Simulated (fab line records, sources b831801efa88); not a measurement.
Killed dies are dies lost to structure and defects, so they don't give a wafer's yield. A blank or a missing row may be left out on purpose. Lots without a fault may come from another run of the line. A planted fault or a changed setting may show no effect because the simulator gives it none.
Problem report in the 8D (eight disciplines) form, filled by code | flow gf180mcu | the parts of the form that need people (team, actions taken, sign-off) are left out

1. THE PROBLEM
HV_LDD_4_TW at GF_HV_LDD_TW_MEAS_50 reads a mean of 608 on 6 wafers of 2 lots; wafers without a fault read 573 with a standard deviation of 5.1. That is +6.8 standard deviations from the usual mean.
First seen on wafer L505.1, day 15 15:29, on film_metro-03. The record holds 39 wafers of 13 lots with a number at this step. Rule for "out", or "out of limits": more than 4 standard deviations from the usual mean. The other wafers with a number count as sound.

2. WHAT IT IS AND WHAT IT IS NOT
question                    | is                           | is not
which readings at this step | HV_LDD_4_TW                  | -
which lots                  | L505, L507                   | L496, L497, L498, L499, L500, L511, L512, L513, L514, L516, L518
which wafers of those lots  | all that have a number       | -
read on which gauges        | film_metro-02, film_metro-03 | film_metro-04
when                        | from day 15 15:29            | up to then (15 sound wafers); but 18 sound wafers of L511, L512, L513, L514, L516, L518 came after

3. SUSPECTS, AND WHAT RULES EACH OUT
Counting: a tool at a process step up to the reading stays a suspect if it ran every lot that is out and no sound lot after the first of them.
- the gauge at GF_HV_LDD_TW_MEAS_50: ruled out. The wafers that are out were read on 2 gauges (film_metro-02, film_metro-03).
- implanter-04 at GF_HV_LDD_IMPLANT_48: ruled out as a lasting fault. Sound lots L514, L516, L518 ran on it after its first lot that is out, L505 (day 15 15:14).
Left after counting: nothing in the record.

4. THE CAUSE (what the simulator had put in)
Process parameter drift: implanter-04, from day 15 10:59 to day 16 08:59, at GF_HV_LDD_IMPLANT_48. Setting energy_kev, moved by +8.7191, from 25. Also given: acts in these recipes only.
Counting ruled it out, wrongly: the rule takes a fault to strike every lot that its tool runs from its start on, and this one did not.

5. THE CHAIN OF EFFECTS, in route order
Each row: a reading whose mean over the struck wafers that have a number lies more than 3 standard deviations from the usual. Only readings for which the record gives a usual standard deviation are gone through. hours: the time from each lot's start at the first step in this table that gives one to its start at this step, as a median over the lots. sigmas: the change in usual standard deviations.
hours | step                 | reading         | usual  | on struck wafers | change | sigmas
0     | GF_HV_LDD_IMPLANT_48 | beam_energy_keV | 25.001 | 33.715           | +8.714 | +99 or more
0     | GF_HV_LDD_TW_MEAS_50 | HV_LDD_4_TW     | 573    | 608              | +35    | +6.8
The process steps in it:
- GF_HV_LDD_IMPLANT_48

6. WHAT WOULD HAVE CAUGHT IT SOONER
In this record the first reading out of limits at a measuring or inspecting step was taken at day 15 15:29, 4 hours after the fault began at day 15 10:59.
The tool's own readings at GF_HV_LDD_IMPLANT_48 were out on every struck wafer that the step has a row for (beam_energy_keV): an alarm limit on them would have fired on the first of those.
